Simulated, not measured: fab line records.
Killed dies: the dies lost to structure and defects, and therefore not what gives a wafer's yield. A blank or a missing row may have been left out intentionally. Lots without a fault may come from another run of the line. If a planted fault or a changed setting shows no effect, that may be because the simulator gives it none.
A single fault, viewed from 2 desks | flow gf180mcu | each desk holds nothing but its own numbers, with what lay behind them at the end

THE METROLOGY DESK
Means of the sampled wafers that have a number, per lot and without regard to the tool the lot ran on: this is what the gauges read. If a lot's mean is further than 4 standard deviations from the usual mean, the lot is out of limits and carries the mark OUT (the distance appears in the brackets).
Columns: A = STI_CVD_03_THK at GF_STI_THK_MEAS_04, usual 207.6 nm; B = STI_OXIDATION_02_THK at GF_STI_THK_MEAS_30, usual 10.01 nm
lot  | first seen here | A     | B
L722 | day 1 15:29     | 205.5 | 10.03
L723 | day 1 19:56     | 208.4 | 10.09
L725 | day 2 04:34     | 204.6 | 10.02
L726 | day 2 12:17     | 209.2 | 10.05
L727 | day 2 16:42     | 208.2 | 9.77
L729 | day 3 01:33     | 205.5 | 9.96
L730 | day 3 06:34     | 204.4 | 10.00
L731 | day 3 10:34     | 207.1 | 9.67
L732 | day 3 15:34     | 209.5 | 10.13
L733 | day 3 23:37     | 206.7 | 9.92
L734 | day 4 03:33     | 206.5 | 9.87
L738 | day 4 23:17     | 210.1 | 10.39
L739 | day 5 04:01     | 209.1 | 10.30
L740 | day 5 08:37     | 208.3 | 10.20
Finding of this desk: none of the 14 lots has anything out of limits.

TOOL OWNER'S DESK, wet_bench-04
The tool's own readings at GF_STI_WET_ETCH_26 (etches SiO2 in dHF, target depth 94 nm, time 188 s): means of the sampled wafers that have a number, for each lot that ran on this tool. If a lot's mean is further than 4 standard deviations from the usual mean, the lot is out of limits and carries the mark OUT (the distance appears in the brackets).
Columns: A = temp_c at GF_STI_WET_ETCH_26, usual 25.00 C
lot  | first seen here | A
L725 | day 2 18:37     | 24.96
L726 | day 3 08:32     | 25.07
L732 | day 4 11:12     | 24.93
L734 | day 4 18:58     | 25.05
L739 | day 5 21:18     | 23.74 (-14) OUT
L740 | day 6 01:52     | 23.56 (-15) OUT
This desk's verdict: out of limits on L739, L740, starting with L739 at day 5 21:18 (temp_c at GF_STI_WET_ETCH_26). L725, L726, L732, L734 stayed within limits.

BROUGHT TOGETHER
At day 5 21:18, on L739, L740, the tool owner's desk was in a position to raise an alarm.
From the metrology desk's view, nothing was out of limits.
The metrology desk holds a record of L739, L740, inside its limits.
The lots listed all ran GF_STI_WET_ETCH_26 on wet_bench-04.

WHAT THE SIMULATOR HAD PUT IN
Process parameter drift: wet_bench-04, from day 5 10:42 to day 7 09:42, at GF_STI_WET_ETCH_26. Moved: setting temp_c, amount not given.
Shown lots that were struck: L739, L740.
Hours from the fault's start to each desk's first reading out of limits: the tool owner's desk, 11.
